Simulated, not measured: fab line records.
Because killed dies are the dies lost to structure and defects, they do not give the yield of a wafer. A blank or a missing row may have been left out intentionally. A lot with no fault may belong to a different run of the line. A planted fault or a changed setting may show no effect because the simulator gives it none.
Which tool was responsible? ; flow sky130 ; 7 lots, 21 wafers sampled, at 1 step of a route of 708

## WHAT EACH GAUGE READ, for each wafer
SKY_POLY_GATE_CD_MEAS_13: the cd target is 150 nm.
lot;measured;on;cd_nm (nm)
L877;day 17 10:50;cd_sem-01;150.5 151.2 148.6
L878;day 18 02:11;cd_sem-02;150.6 149.4 150.2
L880;day 18 17:07;cd_sem-02;149.0 148.9 149.4
L885;day 20 19:30;cd_sem-02;148.5 149.7 149.9
L888;day 21 11:53;cd_sem-01;149.5 151.1 150.5
L891;day 22 09:55;cd_sem-01;148.9 149.2 148.9
L896;day 24 02:05;cd_sem-01;150.2 150.5 151.1

## WHICH TOOL RAN EACH LOT (tool, then ch and the chambers of the sampled wafers, then the start)
Record: no process step prior to these readings.

## THE ANSWER, worked out from the rows above alone
Rule: the usual values come from the lots themselves. Put in order of their means at a reading, lots are off if they are a third of the lots or fewer, leave a main group of 4 or more, and stand apart from it by a gap of 3 or more times the standard deviation of the main group's means; of several such gaps the widest counts. A main group whose means are all the same, to the digits that the tables above print for the reading, isn't used. A lot without any number at a reading at which 4 lots or more have one is off too. Where the step has rows for the other lots, those lots are counted as sound.
Nothing can be told from this: no lot is off at any reading shown.

## WHAT WAS PUT IN BY THE SIMULATOR
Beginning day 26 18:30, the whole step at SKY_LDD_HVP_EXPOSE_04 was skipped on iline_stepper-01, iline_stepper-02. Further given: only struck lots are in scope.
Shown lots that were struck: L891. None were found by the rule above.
